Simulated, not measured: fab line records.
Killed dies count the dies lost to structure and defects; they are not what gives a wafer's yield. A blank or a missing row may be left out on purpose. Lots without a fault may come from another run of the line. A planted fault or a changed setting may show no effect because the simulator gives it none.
fab line records	flow sky130
[record] lots = 13	wafers = 39	last-day = 50
route steps=708 shown NWELL@68 VT_ADJUST_PCH@152 SONOS_ONO@184 GATE_OXIDE@200 PAD_OPEN@708
lots that met no fault: taken from a fault-free run of the same line
start-h: the number of hours between the record's first day and the start of the first shown wafer of the lot	wait-h: how many hours have passed since the lot's step before this one	" the same as in the row above	L1.1+2: a single row standing in for several wafers	- either no value or no given start	* or withheld: withheld	< > ~ a bound
route shown NAME@n: a module of which the file shows steps, and the number in the route of the first	usual: mean/standard deviation taken from wafers without a fault	same: alike in all rows	chamber/n: place in a boat	sites: per-site readings	_std_site: standard deviation of those values	_edge_site: the outer-site mean with the inner-site mean subtracted	radius-mm: how far each site lies from the wafer's centre	mask NAME#n: copy n	behind: the last tool/chamber to shape the wafer	hold: the reason the lot was held/the length of the hold in hours/how it ended	device: names the non-switching transistor (n, p or np)	end of line: the route-end tests of the same wafers	a step given without rows: its recipe and nothing more	killed: count of dies lost to structure and defects at first sort (not the wafer's yield)	map: a wafer's dies, marking killed ones x, the rest . and places with no die _
set.NAME: the setting the step ran with; set.NAME@STEP: the setting that earlier step ran with	model.NAME: the simulator's own value behind a step, which no gauge read
a sample of lots followed through the steps of the route, with each step as a table and each wafer as a row
services: a tool's chamber out of use, with start hour (start-h, from the record's first day; less than 0 if before it), hours out, and reason
[[steps]]
[step SKY_NWELL_TW_MEAS_15]
[usual] NWELL_TW = 1798/8.6
lot.wafer	tool	chamber	start-h	wait-h	NWELL_TW
L589.1	film-metro-04	-	93.36	0.1	1809
L589.3	"	-	"	"	1808
L589.5	"	-	"	"	1800
L590.1	film-metro-02	-	93.77	0.1	1801
L590.2	"	-	"	"	1794
L590.5	"	-	"	"	1795
L591.2	film-metro-02	-	100.56	0.1	1792
L591.4	"	-	"	"	1788
L591.6	"	-	"	"	1794
L598.1	film-metro-04	-	139.66	0.1	1797
L598.2	"	-	"	"	1800
L598.3	"	-	"	"	1807
L599.3	film-metro-02	-	143.88	0.1	1791
L599.4	"	-	"	"	1792
L599.6	"	-	"	"	1796
L604.1	film-metro-04	-	171.31	0.1	1801
L604.3	"	-	"	"	1799
L604.5	"	-	"	"	1797
L605.2	film-metro-02	-	178.67	0.1	1802
L605.5	"	-	"	"	1803
L605.6	"	-	"	"	1799
L606.3	film-metro-02	-	184.63	0.1	1809
L606.4	"	-	"	"	1799
L606.6	"	-	"	"	1802
L608.2	film-metro-04	-	196.72	0.1	1800
L608.3	"	-	"	"	1794
L608.4	"	-	"	"	1797
L609.2	film-metro-03	-	204.26	0.1	1786
L609.3	"	-	"	"	1781
L609.5	"	-	"	"	1778
L610.1	film-metro-04	-	208.95	0.1	1789
L610.2	"	-	"	"	1785
L610.6	"	-	"	"	1789
L611.2	film-metro-02	-	216.27	0.1	1792
L611.5	"	-	"	"	1790
L611.6	"	-	"	"	1797
L612.1	film-metro-02	-	223.86	0.1	1800
L612.4	"	-	"	"	1795
L612.5	"	-	"	"	1804
[step SKY_VT_ADJUST_PCH_STRIP_09]
[recipe] chemistry = O2/N2	power-w = 1400	pressure-mtorr = 1500	platen-temp-c = withheld	o2-flow-sccm = 3000	n2-flow-sccm = 300	overash-fraction = 0.5
[usual] drypump-motor-current-A = 5.7/0.54	oes-product-au = 0.722/0.0042	strip-time-to-endpoint-s = 36.89/0.1
lot.wafer	tool	chamber	start-h	wait-h	drypump-motor-current-A	oes-product-au	rf-hours-counter-h	strip-time-to-endpoint-s
L589.1	plasma-asher-02	0	235.10	0.1	6.2	0.718	41	36.81
L589.3	"	1	"	"	6.0	0.720	-	36.89
L589.5	"	1	"	"	6.0	0.723	-	36.85
L590.1	plasma-asher-04	0	236.00	0.1	5.5	0.725	12	36.80
L590.2	"	1	"	"	5.4	0.713	12	36.88
L590.5	"	0	"	"	5.5	0.725	-	36.97
L591.2	plasma-asher-01	1	243.96	0.1	6.4	0.726	56	36.97
L591.4	"	0	"	"	5.0	0.727	-	37.01
L591.6	"	1	"	"	6.4	0.723	-	37.00
L598.1	plasma-asher-04	1	294.35	0.1	5.4	0.721	18	37.00
L598.2	"	0	"	"	5.5	0.726	18	37.02
L598.3	"	1	"	"	5.4	0.726	-	36.94
L599.3	plasma-asher-02	1	299.24	0.1	6.0	0.719	-	36.77
L599.4	"	0	"	"	6.2	0.727	-	36.87
L599.6	"	0	"	"	6.2	0.719	-	36.92
L604.1	plasma-asher-04	1	334.85	0.1	5.4	0.724	23	36.83
L604.3	"	0	"	"	5.5	0.718	-	37.02
L604.5	"	0	"	"	5.5	0.715	-	36.92
L605.2	plasma-asher-01	0	344.61	0.1	5.0	0.717	67	37.07
L605.5	"	1	"	"	6.5	0.724	-	37.03
L605.6	"	0	"	"	4.9	0.726	-	37.08
L606.3	plasma-asher-02	0	353.24	0.1	6.2	0.715	-	36.89
L606.4	"	1	"	"	6.0	0.729	-	36.90
L606.6	"	1	"	"	6.0	0.729	-	36.93
L608.2	plasma-asher-01	1	369.40	0.1	6.4	0.728	69	36.78
L608.3	"	1	"	"	6.4	0.726	-	36.84
L608.4	"	0	"	"	5.0	0.726	-	36.76
L609.2	plasma-asher-04	1	378.55	0.1	5.4	0.710	26	36.95
L609.3	"	1	"	"	5.4	0.719	-	37.05
L609.5	"	0	"	"	5.5	0.718	-	36.99
L610.1	plasma-asher-02	0	383.90	0.1	6.2	0.727	53	36.99
L610.2	"	1	"	"	6.0	0.730	53	36.90
L610.6	"	1	"	"	6.0	0.724	-	36.97
L611.2	plasma-asher-04	1	394.66	0.1	5.4	0.724	27	36.92
L611.5	"	0	"	"	5.5	0.718	-	36.89
L611.6	"	1	"	"	5.4	0.724	-	36.83
L612.1	plasma-asher-01	0	403.30	0.1	4.9	0.730	73	36.75
L612.4	"	0	"	"	5.0	0.719	-	36.88
L612.5	"	0	"	"	5.0	0.724	-	36.81
[step SKY_SONOS_ONO_WET_ETCH_16]
[recipe] chemistry = dHF	target-depth-nm = 14	dry = n2-spin	target = SiO2	dilution = 100:1	temp-c = 25	time-s = 280
[usual] temp-c = 25.01/0.11
[same] time-s = 280
lot.wafer	tool	chamber	start-h	wait-h	temp-c
L589.1	wet-bench-03	3	287.19	0.0	24.95
L589.3	"	3	"	"	24.72
L589.5	"	3	"	"	25.13
L590.1	wet-bench-04	3	288.39	0.0	25.08
L590.2	"	3	"	"	25.14
L590.5	"	3	"	"	25.02
L591.2	wet-bench-02	0	299.70	0.0	25.09
L591.4	"	0	"	"	24.91
L591.6	"	0	"	"	25.02
L598.1	wet-bench-04	1	355.84	0.0	23.86
L598.2	"	1	"	"	23.90
L598.3	"	1	"	"	23.87
L599.3	wet-bench-04	1	357.74	0.0	23.95
L599.4	"	1	"	"	23.96
L599.6	"	1	"	"	24.00
L604.1	wet-bench-03	2	397.19	0.0	24.92
L604.3	"	2	"	"	24.98
L604.5	"	2	"	"	24.93
L605.2	wet-bench-03	1	405.99	0.0	24.99
L605.5	"	1	"	"	25.03
L605.6	"	1	"	"	24.96
L606.3	wet-bench-03	3	416.54	0.0	25.05
L606.4	"	3	"	"	25.16
L606.6	"	3	"	"	24.95
L608.2	wet-bench-03	0	434.89	0.0	25.14
L608.3	"	0	"	"	24.93
L608.4	"	0	"	"	24.85
L609.2	wet-bench-04	1	443.79	0.0	24.97
L609.3	"	1	"	"	24.92
L609.5	"	1	"	"	25.09
L610.1	wet-bench-03	0	450.19	0.0	24.99
L610.2	"	0	"	"	24.99
L610.6	"	0	"	"	25.11
L611.2	wet-bench-03	3	459.99	0.0	24.88
L611.5	"	3	"	"	24.87
L611.6	"	3	"	"	24.96
L612.1	wet-bench-02	3	470.35	0.0	24.99
L612.4	"	3	"	"	25.05
L612.5	"	3	"	"	25.09
[step SKY_GATE_OXIDE_STRIP_13]
[recipe] chemistry = O2/N2	power-w = 1400	pressure-mtorr = 1500	platen-temp-c = withheld	o2-flow-sccm = 3000	n2-flow-sccm = 300	overash-fraction = 0.5
[usual] drypump-motor-current-A = 6.1/0.57	oes-product-au = 0.716/0.0049	strip-time-to-endpoint-s = 14.16/0.037
lot.wafer	tool	chamber	start-h	wait-h	drypump-motor-current-A	oes-product-au	rf-hours-counter-h	strip-time-to-endpoint-s
L589.1	plasma-asher-03	1	314.86	0.0	6.3	0.718	62	14.20
L589.3	"	0	"	"	6.6	0.718	-	14.18
L589.5	"	1	"	"	6.3	0.713	-	14.19
L590.1	plasma-asher-01	0	316.16	0.0	5.0	0.720	63	14.14
L590.2	"	1	"	"	6.4	0.715	63	14.13
L590.5	"	0	"	"	5.0	0.721	-	14.14
L591.2	plasma-asher-01	0	326.55	0.0	5.0	0.712	65	14.16
L591.4	"	0	"	"	5.0	0.719	-	14.15
L591.6	"	1	"	"	6.4	0.713	-	14.16
L598.1	plasma-asher-02	1	385.96	0.0	6.0	0.719	53	14.13
L598.2	"	0	"	"	6.2	0.720	53	14.10
L598.3	"	1	"	"	6.0	0.717	-	14.15
L599.3	plasma-asher-01	1	389.80	0.0	6.4	0.722	-	14.13
L599.4	"	0	"	"	5.0	0.709	-	14.10
L599.6	"	0	"	"	5.0	0.720	-	14.12
L604.1	plasma-asher-03	1	428.76	0.0	6.3	0.724	75	14.18
L604.3	"	1	"	"	6.3	0.721	-	14.15
L604.5	"	0	"	"	6.6	0.714	-	14.13
L605.2	plasma-asher-02	1	440.01	0.0	6.0	0.717	58	14.14
L605.5	"	0	"	"	6.2	0.712	-	14.19
L605.6	"	1	"	"	6.0	0.712	-	14.18
L606.3	plasma-asher-02	1	448.99	0.0	6.0	0.711	-	14.13
L606.4	"	0	"	"	6.2	0.723	-	14.16
L606.6	"	0	"	"	6.1	0.717	-	14.16
L608.2	plasma-asher-02	1	469.36	0.0	6.0	0.713	61	14.12
L608.3	"	1	"	"	6.0	0.708	-	14.18
L608.4	"	0	"	"	6.2	0.709	-	14.12
L609.2	plasma-asher-01	1	477.36	0.0	6.5	0.711	5	14.17
L609.3	"	1	"	"	6.5	0.722	-	14.14
L609.5	"	0	"	"	5.0	0.714	-	14.17
L610.1	plasma-asher-01	1	483.01	0.0	6.4	0.710	5	14.06
L610.2	"	0	"	"	4.9	0.713	5	14.10
L610.6	"	0	"	"	5.0	0.728	-	14.08
L611.2	plasma-asher-03	0	493.01	0.0	6.6	0.711	80	14.20
L611.5	"	0	"	"	6.6	0.713	-	14.23
L611.6	"	1	"	"	6.3	0.721	-	14.15
L612.1	plasma-asher-03	0	504.31	0.0	6.6	0.712	81	14.23
L612.4	"	1	"	"	6.3	0.724	-	14.28
L612.5	"	0	"	"	6.6	0.712	-	14.23
[step SKY_PAD_OPEN_PROBE_99]
[usual] killed_at_M0_to_M3 = 44/7.1	killed_at_M4_up = 3/1.6	killed-at-contacts = 24/5.4	killed-at-front-end = 15/4.7	killed-at-other = 0.3/0.51	killed-dies = 87/9.9	killed-open = 48/7.6	killed-short = 39/6.3
[same] gross-dies = 492	killed-at-back-side = 0
lot.wafer	tool	chamber	start-h	wait-h	killed_at_M0_to_M3	killed_at_M4_up	killed-at-contacts	killed-at-front-end	killed-at-other	killed-dies	killed-open	killed-short
L599.3	prober-02	-	1136.34	0.2	44	2	24	9	0	79	40	39
L599.4	prober-02	-	1136.39	0.2	47	8	25	21	1	102	61	41
L599.6	prober-02	-	1136.49	0.2	40	5	19	12	0	76	37	39
L604.1	prober-02	-	1158.03	0.1	38	3	14	11	0	66	37	29
L604.3	prober-02	-	1158.13	0.2	37	2	24	12	0	75	33	42
L604.5	prober-02	-	1158.23	0.2	53	0	21	19	1	94	45	49
L605.2	prober-01	-	1162.38	0.1	46	3	27	12	0	88	52	36
L605.5	prober-01	-	1162.53	0.2	68	1	27	14	0	110	67	43
L605.6	prober-01	-	1162.58	0.2	48	3	22	10	0	83	55	28
// killed by level:class
L599.3 CONTACT:geometric-particle:short=9 VIA3:geometric-particle:open=8 VIA2:geometric-particle:open=7 VIA1:geometric-particle:open=7 METAL1:geometric-particle:short=6 CONTACT:geometric-particle:open=5 METAL3:geometric-particle:short=5 LI_CONTACT:geometric-particle:open=4
L599.4 VIA1:geometric-particle:open=17 CONTACT:geometric-particle:open=12 VIA1:geometric-particle:short=9 VIA2:geometric-particle:open=6 FIELD_ISO:geometric-particle:short=5 FIELD_ISO:geometric-particle:open=5 POLY_GATE:geometric-particle:open=5 LI_CONTACT:geometric-particle:open=5
L599.6 VIA1:geometric-particle:open=8 VIA2:geometric-particle:open=7 VIA3:geometric-particle:open=7 METAL1:geometric-particle:short=6 LOCAL_INTERCONNECT:geometric-particle:short=6 FIELD_ISO:geometric-particle:open=5 VIA1:geometric-particle:short=5 LI_CONTACT:geometric-particle:open=4
L604.1 VIA1:geometric-particle:open=8 VIA2:geometric-particle:open=7 FIELD_ISO:geometric-particle:open=6 METAL1:geometric-particle:short=6 CONTACT:geometric-particle:open=4 METAL2:geometric-particle:short=4 POLY_GATE:geometric-particle:open=3 LI_CONTACT:geometric-particle:open=3
L604.3 VIA1:geometric-particle:short=9 VIA1:geometric-particle:open=8 LI_CONTACT:geometric-particle:open=7 CONTACT:geometric-particle:open=7 METAL2:geometric-particle:short=6 POLY_GATE:geometric-particle:short=4 LI_CONTACT:geometric-particle:short=4 METAL1:geometric-particle:short=4
L604.5 VIA1:geometric-particle:open=13 METAL1:geometric-particle:short=10 LOCAL_INTERCONNECT:geometric-particle:short=8 VIA2:geometric-particle:open=8 POLY_GATE:geometric-particle:open=7 FIELD_ISO:geometric-particle:short=6 VIA1:geometric-particle:short=6 VIA3:geometric-particle:open=6
L605.2 VIA1:geometric-particle:open=15 CONTACT:geometric-particle:open=8 VIA2:geometric-particle:open=8 LI_CONTACT:geometric-particle:open=7 FIELD_ISO:geometric-particle:open=5 LI_CONTACT:geometric-particle:short=5 VIA2:geometric-particle:short=5 CONTACT:geometric-particle:short=4
L605.5 VIA1:geometric-particle:open=20 CONTACT:geometric-particle:open=13 VIA3:geometric-particle:open=9 VIA1:geometric-particle:short=9 VIA2:geometric-particle:open=9 METAL2:geometric-particle:short=7 LOCAL_INTERCONNECT:geometric-particle:short=5 POLY_GATE:geometric-particle:short=4
L605.6 VIA2:geometric-particle:open=12 VIA3:geometric-particle:open=9 VIA1:geometric-particle:open=8 CONTACT:geometric-particle:open=7 LI_CONTACT:geometric-particle:open=6 POLY_GATE:geometric-particle:open=5 VIA1:geometric-particle:short=5 VIA3:geometric-particle:short=5
[[services]]
tool	chamber	start-h	hours	kind
plasma-asher-01	-	214.94	1.9	repair
wet-bench-03	-	216.52	3.9	repair
plasma-asher-02	-	276.26	2.8	pm
plasma-asher-02	-	301.80	0.9	repair
plasma-asher-02	-	307.46	35.1	pm
plasma-asher-03	-	332.07	2.8	pm
plasma-asher-04	-	354.86	16.7	repair
plasma-asher-04	-	379.28	3.2	repair
plasma-asher-01	-	421.25	9.0	pm
plasma-asher-01	0	421.25	9.0	vent-cycle
plasma-asher-01	1	421.25	9.0	vent-cycle
plasma-asher-01	0	430.25	-	clean
plasma-asher-01	1	430.25	-	clean
plasma-asher-03	-	437.57	1.1	repair
plasma-asher-03	-	442.62	6.7	repair
plasma-asher-01	-	457.79	1.4	repair
plasma-asher-03	-	466.06	1.7	repair
wet-bench-02	-	471.06	1.9	pm
wet-bench-03	-	474.52	7.4	repair
[[key]]
[first-sign] step = SKY_SONOS_ONO_WET_ETCH_16	reading = temp-c	direction = down	sigmas = 10	usual = *	struck = *
effect none on later readings
met-at SKY_SONOS_ONO_WET_ETCH_16
struck-lots L598,L599
tester-left-out L598,L599
not-acting-at SKY_NWELL_TW_MEAS_15,SKY_VT_ADJUST_PCH_STRIP_09,SKY_GATE_OXIDE_STRIP_13
onset-between 288.39 355.84
[fault] kind = process-parameter-drift	tool = wet-bench-04	chamber = -	onset-h = 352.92	steps = SKY_SONOS_ONO_WET_ETCH_16	channel = temp-c	offset = *	shape = step	end-h = 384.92	acts-in = *	stated = *
// tester-left-out: of these lots the tester's yield and bins aren't shown, on N5 and GAA mostly nor the transistor test; their killed dies are dies lost to structure and defects alone, not to doping, threshold or leakage, so they don't give the yield
